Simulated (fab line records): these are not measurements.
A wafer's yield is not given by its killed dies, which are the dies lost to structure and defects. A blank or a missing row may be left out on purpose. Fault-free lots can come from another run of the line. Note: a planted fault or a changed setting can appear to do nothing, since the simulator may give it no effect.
Which tool was responsible? + flow sky130 + 11 lots, 33 wafers sampled, at 6 steps of a route of 708

WHAT THE GAUGES SHOWED, per wafer
SKY_RES_XHIGH_TW_MEAS_09.
| lot  | measured     | on            | RES_XHIGH_TW   |
|------|--------------|---------------|----------------|
| L942 | day 27 19:13 | film_metro-02 | 1664 1659 1661 |
| L951 | day 30 06:43 | film_metro-03 | 1653 1656 1652 |
| L952 | day 30 17:59 | film_metro-02 | 1649 1640 1651 |
| L954 | day 31 06:25 | film_metro-04 | 1648 1652 1648 |
| L958 | day 33 09:32 | film_metro-02 | 1641 1645 1644 |
| L959 | day 33 10:09 | film_metro-04 | 1651 1657 1653 |
| L960 | day 34 09:12 | film_metro-04 | 1637 1641 1640 |
| L963 | day 34 11:37 | film_metro-03 | 1646 1650 1635 |
| L962 | day 34 13:26 | film_metro-02 | 1652 1655 1651 |
| L961 | day 34 14:04 | film_metro-04 | 1650 1645 1644 |
| L964 | day 34 17:44 | film_metro-03 | 1637 1639 1643 |

SKY_SD_N_RS_MEAS_16: uses a four-point probe to measure.
| lot  | measured     | on            | SD_N_RS (ohm/sq)  |
|------|--------------|---------------|-------------------|
| L942 | day 29 00:51 | film_metro-02 | 68.65 68.48 68.48 |
| L951 | day 31 11:16 | film_metro-04 | 67.47 67.41 67.48 |
| L952 | day 31 22:18 | film_metro-04 | 67.72 67.58 67.54 |
| L954 | day 32 11:32 | film_metro-04 | 68.49 68.53 68.49 |
| L958 | day 34 13:36 | film_metro-04 | 68.49 68.47 68.57 |
| L959 | day 34 13:53 | film_metro-02 | 68.71 68.51 68.67 |
| L960 | day 35 12:17 | film_metro-02 | 68.49 68.68 68.44 |
| L963 | day 35 15:24 | film_metro-03 | 68.44 68.62 68.53 |
| L962 | day 35 17:01 | film_metro-04 | 68.53 68.60 68.33 |
| L961 | day 35 17:29 | film_metro-02 | 68.37 68.64 68.47 |
| L964 | day 35 21:25 | film_metro-03 | 68.57 68.55 68.63 |

SKY_LI_CONTACT_OVL_MEAS_13.
| lot  | measured     | on         | LI_CONTACT_OVL (nm) |
|------|--------------|------------|---------------------|
| L942 | day 30 05:58 | overlay-01 | 7 2 8               |
| L951 | day 32 17:17 | overlay-02 | 0 2 -3              |
| L952 | day 33 02:30 | overlay-02 | -5 -1 -1            |
| L954 | day 33 15:28 | overlay-01 | 13 12 17            |
| L958 | day 35 17:40 | overlay-01 | -4 8 -4             |
| L959 | day 35 18:26 | overlay-02 | 0 -1 -1             |
| L960 | day 36 15:19 | overlay-01 | 5 3 -2              |
| L963 | day 36 18:52 | overlay-02 | 0 4 3               |
| L962 | day 36 20:10 | overlay-01 | 11 18 11            |
| L961 | day 36 20:31 | overlay-02 | 0 1 10              |
| L964 | day 37 00:38 | overlay-01 | 2 -10 0             |

WHICH TOOL RAN EACH LOT (tool, then ch and the chambers of the sampled wafers, then the start)
| lot  | SKY_POLY_GATE_ETCH_15              | SKY_SD_N_IMPLANT_09             | SKY_SD_N_STRIP_11                    |
|------|------------------------------------|---------------------------------|--------------------------------------|
| L942 | rie_diel-01 ch 1,2, day 17 11:59   | implanter-03 ch 0, day 29 00:10 | plasma_asher-03 ch 0,1, day 29 00:28 |
| L951 | rie_diel-03 ch 2,3, day 20 04:56   | implanter-02 ch 0, day 31 10:34 | plasma_asher-01 ch 0,1, day 31 10:51 |
| L952 | rie_diel-03 ch 0,1, day 20 13:26   | implanter-02 ch 0, day 31 21:37 | plasma_asher-01 ch 0,1, day 31 21:53 |
| L954 | rie_diel-03 ch 1,2,3, day 21 04:13 | implanter-03 ch 0, day 32 10:50 | plasma_asher-04 ch 0,1, day 32 11:07 |
| L958 | rie_diel-03 ch 1,2,3, day 23 04:07 | implanter-02 ch 0, day 34 12:55 | plasma_asher-01 ch 0,1, day 34 13:11 |
| L959 | rie_diel-02 ch 0,1,3, day 23 07:24 | implanter-04 ch 0, day 34 13:11 | plasma_asher-03 ch 0,1, day 34 13:29 |
| L960 | rie_diel-01 ch 1,2, day 24 15:55   | implanter-02 ch 0, day 35 11:36 | plasma_asher-03 ch 0,1, day 35 11:54 |
| L963 | rie_diel-03 ch 0,2,3, day 24 17:31 | implanter-02 ch 0, day 35 14:42 | plasma_asher-01 ch 0,1, day 35 15:00 |
| L962 | rie_diel-02 ch 0,1,3, day 24 17:52 | implanter-03 ch 0, day 35 16:20 | plasma_asher-04 ch 0,1, day 35 16:37 |
| L961 | rie_diel-01 ch 0,2,3, day 24 18:13 | implanter-02 ch 0, day 35 16:48 | plasma_asher-03 ch 0,1, day 35 17:06 |
| L964 | rie_diel-03 ch 0,2,3, day 25 00:53 | implanter-04 ch 0, day 35 20:44 | plasma_asher-04 ch 0,1, day 35 21:00 |
- SKY_POLY_GATE_ETCH_15: etches BARC in N2/H2, stops on SiO2, time 118.5 s, target depth 110 nm.
- SKY_SD_N_IMPLANT_09
- SKY_SD_N_STRIP_11: strips in O2/N2.

WHAT THE TOOLS THEMSELVES READ (means of the sampled wafers that have a number; where no wafer has one, the mark that the record gives instead)
SKY_POLY_GATE_ETCH_15.
| lot  | tool        | drypump_motor_current_A (A) | oes_product_au (a.u.) | throttle_valve_pct (%) |
|------|-------------|-----------------------------|-----------------------|------------------------|
| L942 | rie_diel-01 | 6.0                         | 0.718                 | 13.212                 |
| L951 | rie_diel-03 | 6.0                         | 0.712                 | 13.222                 |
| L952 | rie_diel-03 | 5.6                         | 0.717                 | 13.207                 |
| L954 | rie_diel-03 | 5.9                         | 0.716                 | 13.212                 |
| L958 | rie_diel-03 | 5.9                         | 0.720                 | 13.208                 |
| L959 | rie_diel-02 | 5.5                         | 0.716                 | 13.216                 |
| L960 | rie_diel-01 | 6.0                         | 0.715                 | 13.206                 |
| L963 | rie_diel-03 | 6.0                         | 0.718                 | 13.215                 |
| L962 | rie_diel-02 | 5.5                         | 0.716                 | 13.213                 |
| L961 | rie_diel-01 | 6.1                         | 0.715                 | 13.217                 |
| L964 | rie_diel-03 | 6.0                         | 0.713                 | 13.205                 |

SKY_SD_N_IMPLANT_09.
| lot  | tool         | beam_on_s (s) | end_station_pressure_torr (Torr) |
|------|--------------|---------------|----------------------------------|
| L942 | implanter-03 | 17.1          | 1.38e-05                         |
| L951 | implanter-02 | 19.4          | 5.33e-05                         |
| L952 | implanter-02 | 19.9          | 5.26e-05                         |
| L954 | implanter-03 | 17.2          | 1.50e-05                         |
| L958 | implanter-02 | 17.1          | 1.46e-05                         |
| L959 | implanter-04 | 18.7          | 1.31e-05                         |
| L960 | implanter-02 | 17.3          | 1.35e-05                         |
| L963 | implanter-02 | 16.9          | 1.37e-05                         |
| L962 | implanter-03 | 17.4          | 1.42e-05                         |
| L961 | implanter-02 | 17.2          | 1.40e-05                         |
| L964 | implanter-04 | 18.4          | 1.32e-05                         |

SKY_SD_N_STRIP_11.
| lot  | tool            | drypump_motor_current_A (A) | oes_product_au (a.u.) | strip_time_to_endpoint_s (s) |
|------|-----------------|-----------------------------|-----------------------|------------------------------|
| L942 | plasma_asher-03 | 6.0                         | 0.525                 | 22.55                        |
| L951 | plasma_asher-01 | 6.5                         | 0.519                 | 23.08                        |
| L952 | plasma_asher-01 | 6.4                         | 0.523                 | 23.05                        |
| L954 | plasma_asher-04 | 5.6                         | 0.530                 | 22.53                        |
| L958 | plasma_asher-01 | 6.5                         | 0.528                 | 22.49                        |
| L959 | plasma_asher-03 | 6.1                         | 0.526                 | 22.50                        |
| L960 | plasma_asher-03 | 5.7                         | 0.523                 | 22.53                        |
| L963 | plasma_asher-01 | 6.4                         | 0.525                 | 22.54                        |
| L962 | plasma_asher-04 | 5.6                         | 0.524                 | 22.54                        |
| L961 | plasma_asher-03 | 5.7                         | 0.525                 | 22.58                        |
| L964 | plasma_asher-04 | 5.5                         | 0.524                 | 22.54                        |

THE ANSWER, worked out from the rows above alone
Rule: the lots themselves supply what counts as usual. The widest of any qualifying gaps counts: lots, ordered by their means at a reading, are off when they make up no more than a third of the lots, leave a main group of 4 or more, and stand apart from it by 3 or more times the standard deviation of that group's means. The tables above print the reading to a certain number of digits; a main group whose means all agree to those digits is not used. A lot without any number at a reading at which 4 lots or more have one is off too. All remaining lots with rows at the step are treated as sound. First the gauges in route order, then the tools' own readings, where a lot's mean is used as printed above. At the first step where some lot is off, the reading lying furthest off is the one used; lots without a number count as furthest.
Off: L951, L952, seen at SKY_SD_N_RS_MEAS_16 (SD_N_RS). The main group: mean 68.53 ohm/sq, standard deviation 0.044.
A tool fits if, at a process step before that reading, it ran every lot that is off, and no sound lot after the first of them. The gauges at SKY_SD_N_RS_MEAS_16 aren't tried: what is off there is off at SKY_SD_N_IMPLANT_09 too, on other tools, and a gauge's error can't cause that. No candidate that was tried fits.

WHAT WAS PUT IN BY THE SIMULATOR
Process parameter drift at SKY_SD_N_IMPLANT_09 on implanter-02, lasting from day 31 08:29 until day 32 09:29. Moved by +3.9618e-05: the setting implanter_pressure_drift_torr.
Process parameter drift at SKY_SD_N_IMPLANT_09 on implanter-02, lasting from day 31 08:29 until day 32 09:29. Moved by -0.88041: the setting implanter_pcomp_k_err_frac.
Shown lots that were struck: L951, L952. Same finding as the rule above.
